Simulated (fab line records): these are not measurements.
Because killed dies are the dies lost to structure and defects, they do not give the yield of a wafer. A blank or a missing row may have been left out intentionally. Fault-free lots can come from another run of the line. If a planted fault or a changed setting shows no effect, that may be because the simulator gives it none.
Code-filled problem report in 8D (eight disciplines) form :: flow sky130 :: the parts of the form that need people (team, actions taken, sign-off) are left out

== 1. WHAT WENT WRONG ==
Wafers without a fault read 99.95 W, standard deviation 0.29; biasW at SKY_METAL4_ETCH_16 reads a mean of 108.28 W on 2 wafers belonging to 2 lots. That puts it +29 standard deviations away from the usual mean.
The step: etches BARC in N2/H2, stops on SiO2, time 88.2 s, target depth 60 nm.
First observed at day 46 03:25: wafer L563.5, on rieMetal-03. The record has a number at this step for 18 wafers belonging to 6 lots. Rule for "out", or "out of limits": more than 4 standard deviations from the usual mean. All remaining wafers that have a number are taken as sound.

== 2. WHAT THIS IS AND IS NOT ==
question: which readings at this step
is: biasW
is not: drypumpMotorCurrentA, h2FlowSccm, oesProductAu, throttleValvePct

question: which lots
is: L563, L565
is not: L550, L558, L560, L570

question: which wafers of those lots
is: L563.5, L565.3
is not: L563.1, L563.3, L565.1, L565.4

question: read on which tools
is: rieMetal-03
is not: rieMetal-01, rieMetal-04

question: when
is: from day 46 03:25
is not: up to then (11 sound wafers); but 5 sound wafers of L565, L570 came after

== 3. SUSPECTS, AND WHAT RULES EACH OUT ==
Counting: if a tool at a process step up to the reading ran every lot that is out, it stays a suspect. Sound lots after the first of them don't rule it out here, since some wafers of a struck lot are sound.
- rieMetal-03 at SKY_METAL4_DESCUM_15 (chemistry O2, time 8 s): kept. It processed each lot that is out (first: L563, day 46 03:23); up to then, its last sound lot is L560 (day 45 04:33).
- rieMetal-03 at SKY_METAL4_ETCH_16 (etches BARC in N2/H2, stops on SiO2, time 88.2 s, target depth 60 nm): kept. It processed each lot that is out (first: L563, day 46 03:25); up to then, its last sound lot is L560 (day 45 04:35). Out on those wafers are its own readings of biasW.
- Within rieMetal-03 at SKY_METAL4_DESCUM_15, the wafers that are out were processed in chamber 1 and their sound lot-mates in chamber 0.
- Within rieMetal-03 at SKY_METAL4_ETCH_16, the wafers that are out were processed in chamber 1 and their sound lot-mates in chamber 0.
What counting leaves: rieMetal-03 at SKY_METAL4_DESCUM_15 and rieMetal-03 at SKY_METAL4_ETCH_16.

== 4. THE CAUSE (what the simulator had put in) ==
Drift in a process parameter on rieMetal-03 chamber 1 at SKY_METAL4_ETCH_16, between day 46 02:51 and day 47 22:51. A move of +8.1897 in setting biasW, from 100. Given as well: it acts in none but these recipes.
Counting left 2 suspects, and this tool is among them.

== 5. THE EFFECT CHAIN, in route order ==
Rows list readings where the struck wafers' mean (over those with a number) sits beyond 3 standard deviations from the usual. Only readings whose record carries a usual standard deviation are examined. hours: median over the lots of the time between each lot's start at the first step of this table that gives one and its start at this step. sigmas: the change, counted in usual standard deviations.
hours: 0
step: SKY_METAL4_ETCH_16
reading: biasW
usual: 99.95 W
on struck wafers: 108.28
change: +8.33
sigmas: +29
Process steps it contains:
- SKY_METAL4_ETCH_16: etches BARC in N2/H2, stops on SiO2, time 88.2 s, target depth 60 nm.

== 6. HOW IT WOULD HAVE BEEN CAUGHT EARLIER ==
In this record the first reading out of limits was taken at day 46 03:25, 1 hour after the fault began at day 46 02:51.
